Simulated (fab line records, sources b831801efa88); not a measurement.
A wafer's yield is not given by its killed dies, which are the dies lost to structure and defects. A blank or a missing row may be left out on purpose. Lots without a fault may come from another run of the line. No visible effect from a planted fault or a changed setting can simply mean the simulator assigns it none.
fab line records	flow gf180mcu
[record] lots = 11	wafers = 33	lastDay = 34
route steps=602 shown CONTACT@302 M1@319 V1@337 M2@362
lots that met no fault: taken from a fault-free run of the same line
startH: hours from the record's first day to the start of the lot's first wafer shown	waitH: hours since the lot's step before	" unchanged from the row above	L1.1+2: one row covering several wafers at once	- no value present, or no start provided	* or withheld: withheld	< > ~ a bound
route shown NAME@n: NAME is a module with steps in the file, n the number in the route of the first one	usual: mean/standard deviation of fault-free wafers	same: alike in all rows	chamber/n: place in a boat	sites: the reading at each site	_std_site: how widely they spread, as a standard deviation	_edge_site: outer sites' mean less inner sites'	radiusMm: how far each site lies from the wafer's centre	mask NAME#n: copy n	behind: the tool/chamber that last shaped the wafer	hold: the reason the lot was held/the length of the hold in hours/how it ended	device: the n, p or np transistor that did not switch	end of line: the route-end tests of the same wafers	where a step has no rows: the recipe by itself	killed: at the first sort, the dies lost to defects and structure; wafer yield is something else	map: shows each die of a wafer: x if killed, . if not, _ if none is there
set.NAME: setting as actually run; set.NAME@STEP: the setting as run at that earlier step	model.NAME: the simulator's own value behind a step, which no gauge read
one table for each step of the route and one row for each wafer, over a sample of lots
services: when a tool's chamber went out of use (startH, in hours from the record's first day, below 0 if earlier), for how many hours, and the reason
[[steps]]
[step GF_CONTACT_OVL_MEAS_15]
[usual] CONTACT_OVL = 1/4.6
lot.wafer	tool	chamber	startH	waitH	CONTACT_OVL[nm]
L824.1	overlay-01	-	361.25	0.1	-1
L824.4	"	-	"	"	2
L824.6	"	-	"	"	11
L827.1	overlay-02	-	394.50	0.1	5
L827.2	"	-	"	"	8
L827.6	"	-	"	"	13
L828.2	overlay-02	-	409.13	0.1	6
L828.3	"	-	"	"	0
L828.6	"	-	"	"	8
L829.3	overlay-01	-	413.81	0.1	1
L829.5	"	-	"	"	2
L829.6	"	-	"	"	2
L832.1	overlay-02	-	439.85	0.1	1
L832.4	"	-	"	"	4
L832.5	"	-	"	"	8
L834.1	overlay-02	-	454.70	0.1	1
L834.3	"	-	"	"	-2
L834.6	"	-	"	"	-8
L836.1	overlay-02	-	469.26	0.1	-2
L836.2	"	-	"	"	-4
L836.4	"	-	"	"	-4
L839.3	overlay-01	-	503.22	0.1	-4
L839.4	"	-	"	"	0
L839.5	"	-	"	"	-2
L840.1	overlay-01	-	506.36	0.1	-4
L840.3	"	-	"	"	-1
L840.6	"	-	"	"	-4
L841.1	overlay-01	-	511.95	0.1	-1
L841.2	"	-	"	"	5
L841.4	"	-	"	"	3
L846.1	overlay-02	-	554.77	0.1	2
L846.2	"	-	"	"	-6
L846.5	"	-	"	"	-1
[step GF_M1_SPUTTER_04]
[recipe] material = TiN	targetThkNm = 50	powerW = 6500	timeS = 41.7	chamberPressurePa = 0.4
[usual] chamberPressurePa = 0.4000/0.00075	throttleValvePct = 29.9/1.1
lot.wafer	tool	chamber	startH	waitH	chamberPressurePa	throttleValvePct
L824.1	pvdSputter-01	-	362.62	0.0	0.4007	30.9
L824.4	"	-	"	"	0.4001	27.7
L824.6	"	-	"	"	0.4001	30.8
L827.1	pvdSputter-01	-	395.86	0.0	0.4007	30.8
L827.2	"	-	"	"	0.4001	31.2
L827.6	"	-	"	"	0.4007	31.0
L828.2	pvdSputter-01	-	410.49	0.0	0.4011	31.3
L828.3	"	-	"	"	0.4001	28.1
L828.6	"	-	"	"	0.4008	30.6
L829.3	pvdSputter-04	-	415.16	0.0	0.3997	28.8
L829.5	"	-	"	"	0.3996	28.9
L829.6	"	-	"	"	0.3986	29.9
L832.1	pvdSputter-03	-	441.23	0.0	0.4011	28.8
L832.4	"	-	"	"	0.4001	30.6
L832.5	"	-	"	"	0.4004	28.9
L834.1	pvdSputter-03	-	456.06	0.0	0.4001	30.8
L834.3	"	-	"	"	0.4001	30.4
L834.6	"	-	"	"	0.4010	30.3
L836.1	pvdSputter-01	-	471.25	0.0	0.4002	28.0
L836.2	"	-	"	"	0.3995	31.1
L836.4	"	-	"	"	0.4012	30.6
L839.3	pvdSputter-01	-	504.56	0.0	0.4012	28.0
L839.4	"	-	"	"	0.4009	31.1
L839.5	"	-	"	"	0.4006	28.1
L840.1	pvdSputter-01	-	507.71	0.0	0.4000	31.3
L840.3	"	-	"	"	0.4008	31.0
L840.6	"	-	"	"	0.4000	31.1
L841.1	pvdSputter-01	-	513.32	0.0	0.4007	28.0
L841.2	"	-	"	"	0.4006	31.1
L841.4	"	-	"	"	0.3995	30.8
L846.1	pvdSputter-01	-	556.13	0.0	0.3994	30.7
L846.2	"	-	"	"	0.4004	27.9
L846.5	"	-	"	"	0.3999	28.0
[step GF_V1_CVD_02]
[recipe] material = SiO2	targetThkNm = 850	precursor = TEOS	tempC = 400	timeS = 94.851	rfW = 600
[usual] heaterPowerW = 725/130	runLengthS = 123.1/0.64
lot.wafer	tool	chamber	startH	waitH	heaterPowerW	runLengthS
L824.1	pecvd-02	1	386.14	0.1	560	122.0
L824.4	"	0	"	"	593	124.0
L824.6	"	2	"	"	966	123.1
L827.1	pecvd-03	1	420.35	0.1	709	123.2
L827.2	"	2	"	"	818	123.2
L827.6	"	1	"	"	749	123.3
L828.2	pecvd-01	1	434.96	0.0	635	122.1
L828.3	"	0	"	"	598	121.5
L828.6	"	2	"	"	562	122.7
L829.3	pecvd-03	2	439.73	0.0	694	124.0
L829.5	"	1	"	"	779	123.4
L829.6	"	0	"	"	665	123.6
L832.1	pecvd-02	1	466.65	0.1	537	121.9
L832.4	"	2	"	"	863	123.2
L832.5	"	0	"	"	499	124.2
L834.1	pecvd-03	1	481.09	0.1	725	123.1
L834.3	"	2	"	"	702	123.2
L834.6	"	2	"	"	743	123.3
L836.1	pecvd-02	2	496.13	0.1	929	123.9
L836.2	"	0	"	"	648	123.6
L836.4	"	2	"	"	1029	122.9
L839.3	pecvd-03	0	529.15	0.0	864	123.4
L839.4	"	1	"	"	648	123.1
L839.5	"	0	"	"	691	123.3
L840.1	pecvd-02	2	531.65	0.1	1056	130.7
L840.3	"	0	"	"	605	130.8
L840.6	"	0	"	"	651	123.4
L841.1	pecvd-02	1	537.34	0.1	600	129.4
L841.2	"	2	"	"	1035	123.1
L841.4	"	1	"	"	646	122.1
L846.1	pecvd-01	2	579.04	0.1	486	122.4
L846.2	"	1	"	"	680	122.1
L846.5	"	1	"	"	564	122.7
[step GF_V1_THK_MEAS_03]
[recipe] reads = SiO2_of_V1_CVD_02
[usual] V1_CVD_02_THK = 854/12
lot.wafer	tool	chamber	startH	waitH	V1_CVD_02_THK[nm]
L824.1	filmMetro-02	-	386.21	0.0	857
L824.4	"	-	"	"	874
L824.6	"	-	"	"	877
L827.1	filmMetro-01	-	420.42	0.0	835
L827.2	"	-	"	"	839
L827.6	"	-	"	"	851
L828.2	filmMetro-01	-	435.04	0.0	835
L828.3	"	-	"	"	857
L828.6	"	-	"	"	861
L829.3	filmMetro-04	-	439.82	0.1	845
L829.5	"	-	"	"	864
L829.6	"	-	"	"	851
L832.1	filmMetro-02	-	466.72	0.0	850
L832.4	"	-	"	"	875
L832.5	"	-	"	"	874
L834.1	filmMetro-02	-	481.16	0.0	853
L834.3	"	-	"	"	850
L834.6	"	-	"	"	855
L836.1	filmMetro-04	-	496.19	0.0	856
L836.2	"	-	"	"	865
L836.4	"	-	"	"	872
L839.3	filmMetro-04	-	529.24	0.1	851
L839.4	"	-	"	"	866
L839.5	"	-	"	"	859
L840.1	filmMetro-04	-	531.72	0.0	924
L840.3	"	-	"	"	918
L840.6	"	-	"	"	864
L841.1	filmMetro-01	-	537.41	0.0	909
L841.2	"	-	"	"	860
L841.4	"	-	"	"	873
L846.1	filmMetro-02	-	579.11	0.0	854
L846.2	"	-	"	"	837
L846.5	"	-	"	"	850
[step GF_V1_CMP_04]
[recipe] material = SiO2	downForcePsi = 4	platenRpm = 60	padVelocityMS = 0.94248
[usual] edgeZonePressureFrac = 1.000/0.005	motorCurrentA = 11.9/1.2	retainingRingPressureFrac = 1.000/0.0053	timeToEndpointS = 84/6.4
lot.wafer	tool	chamber	startH	waitH	edgeZonePressureFrac	motorCurrentA	retainingRingPressureFrac	timeToEndpointS
L824.4	cmp-01	1	386.27	0.0	0.993	13.9	1.004	93
L824.1	"	2	"	"	0.996	11.3	1.003	84
L824.6	"	1	"	"	0.993	12.8	1.005	91
L827.1	cmp-02	1	420.48	0.1	1.008	10.3	0.992	77
L827.2	"	0	"	"	0.999	11.8	0.990	72
L827.6	"	2	"	"	0.994	12.9	1.002	84
L828.2	cmp-01	3	435.09	0.0	0.992	9.9	1.009	78
L828.3	"	0	"	"	1.002	13.0	1.001	84
L828.6	"	3	"	"	1.005	10.3	1.011	91
L829.3	cmp-01	1	440.01	0.2	0.999	13.9	1.002	85
L829.6	"	2	"	"	1.002	10.8	1.001	86
L829.5	"	3	"	"	1.004	10.3	0.994	86
L832.1	cmp-02	0	466.88	0.1	1.003	11.1	0.997	77
L832.4	"	1	"	"	0.995	9.9	0.998	90
L832.5	"	2	"	"	1.008	13.5	1.005	99
L834.1	cmp-01	0	481.22	0.1	1.002	12.4	1.003	82
L834.3	"	2	"	"	1.005	11.8	1.001	85
L834.6	"	0	"	"	0.996	12.4	1.004	84
L836.4	cmp-01	2	496.25	0.0	1.001	11.3	0.997	92
L836.1	"	0	"	"	1.009	12.5	0.995	83
L836.2	"	1	"	"	1.002	13.6	0.993	90
L839.3	cmp-02	2	529.28	0.0	0.995	12.5	0.996	88
L839.4	"	3	"	"	1.001	11.3	1.004	95
L839.5	"	3	"	"	1.010	12.2	1.001	93
L840.3	cmp-01	2	531.86	0.1	0.996	11.6	0.995	112
L840.1	"	3	"	"	0.996	10.1	0.988	109
L840.6	"	2	"	"	0.992	10.7	0.997	89
L841.2	cmp-01	1	537.47	0.0	1.007	13.4	1.003	86
L841.4	"	2	"	"	0.998	11.6	0.988	91
L841.1	"	3	"	"	1.000	10.3	1.007	105
L846.1	cmp-02	0	579.22	0.1	0.992	12.0	1.003	76
L846.2	"	1	"	"	0.998	10.4	1.003	74
L846.5	"	3	"	"	0.993	11.9	1.003	85
[step GF_M2_SPUTTER_00]
[recipe] material = Ti	targetThkNm = 37.5	arrivingIonEnergyEv = 80	substrateTempC = 200	chamberPressurePa = 2	powerW = 4000	timeS = 150
[usual] chamberPressurePa = 2.000/0.0044	throttleValvePct = 30.4/1
lot.wafer	tool	chamber	startH	waitH	chamberPressurePa	throttleValvePct
L824.1	pvdSputter-02	-	410.61	0.2	1.998	29.1
L824.4	"	-	"	"	1.997	30.2
L824.6	"	-	"	"	1.994	28.7
L827.1	pvdSputter-01	-	446.64	0.1	1.990	31.2
L827.2	"	-	"	"	2.003	27.8
L827.6	"	-	"	"	2.002	30.6
L828.2	pvdSputter-03	-	461.71	0.2	2.003	30.9
L828.3	"	-	"	"	2.000	30.4
L828.6	"	-	"	"	1.992	30.1
L829.3	pvdSputter-02	-	467.38	0.2	2.001	29.1
L829.5	"	-	"	"	1.995	32.0
L829.6	"	-	"	"	2.004	30.2
L832.1	pvdSputter-02	-	492.04	0.1	2.003	31.5
L832.4	"	-	"	"	2.000	30.3
L832.5	"	-	"	"	1.991	30.4
L834.1	pvdSputter-03	-	507.51	0.1	1.999	30.3
L834.3	"	-	"	"	2.001	30.3
L834.6	"	-	"	"	1.998	29.1
L836.1	pvdSputter-02	-	521.02	0.2	2.000	30.3
L836.2	"	-	"	"	2.000	31.9
L836.4	"	-	"	"	2.000	31.6
L839.3	pvdSputter-03	-	553.40	0.2	2.003	30.1
L839.4	"	-	"	"	2.007	30.5
L839.5	"	-	"	"	2.007	30.7
L840.1	pvdSputter-03	-	556.54	0.1	1.997	29.2
L840.3	"	-	"	"	2.001	30.2
L840.6	"	-	"	"	2.000	30.6
L841.1	pvdSputter-01	-	561.75	0.1	2.007	31.2
L841.2	"	-	"	"	2.000	28.3
L841.4	"	-	"	"	2.001	31.1
L846.1	pvdSputter-03	-	601.43	0.2	1.995	30.3
L846.2	"	-	"	"	2.006	30.1
L846.5	"	-	"	"	2.000	29.2
[[services]]
tool	chamber	startH	hours	kind
cmp-02	-	344.43	1.8	repair
pecvd-03	-	363.04	2.8	pm
pecvd-03	-	368.88	14.0	pm
pvdSputter-01	-	398.68	1.9	repair
pecvd-02	1	400.04	10.7	repair
cmp-01	-	404.19	4.0	pm
pecvd-02	-	421.45	5.5	pm
pecvd-02	-	434.38	0.5	repair
cmp-01	-	456.30	23.1	pm
pecvd-03	-	466.07	1.6	repair
pvdSputter-02	-	469.09	4.3	repair
cmp-01	-	486.40	2.2	repair
pvdSputter-02	-	507.41	1.7	repair
pvdSputter-01	-	510.15	2.3	repair
cmp-02	-	530.30	14.0	pm
pecvd-03	-	538.32	3.8	repair
pvdSputter-02	-	555.71	0.6	repair
cmp-02	-	557.69	6.6	pm
cmp-02	-	564.62	0.3	repair
cmp-01	-	569.31	7.0	pm
cmp-02	-	572.22	4.0	pm
cmp-02	-	573.43	4.2	repair
pvdSputter-03	-	577.76	1.9	repair
cmp-01	-	586.65	4.4	pm
[[key]]
[firstSign] step = GF_V1_CVD_02	reading = runLengthS	direction = up	sigmas = 11	usual = *	struck = *
[effect] step = GF_V1_THK_MEAS_03	reading = V1_CVD_02_THK	direction = up	sigmas = 5.2	usual = 854	struck = 917
[effect] step = GF_V1_CMP_04	reading = timeToEndpointS	direction = up	sigmas = 3.8	usual = *	struck = *
metAt GF_V1_CVD_02
struckLots L840,L841
struckWafers L840.1,L840.3,L841.1
notActingAt GF_CONTACT_OVL_MEAS_15,GF_M1_SPUTTER_04,GF_M2_SPUTTER_00
onsetBetween 496.13 531.65
[fault] kind = processParameterDrift	tool = pecvd-02	chamber = -	onsetH = 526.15	steps = GF_V1_CVD_02	channel = timeS	offset = *	shape = step	endH = 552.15	scope = struckWafersOnly	actsIn = *	stated = *
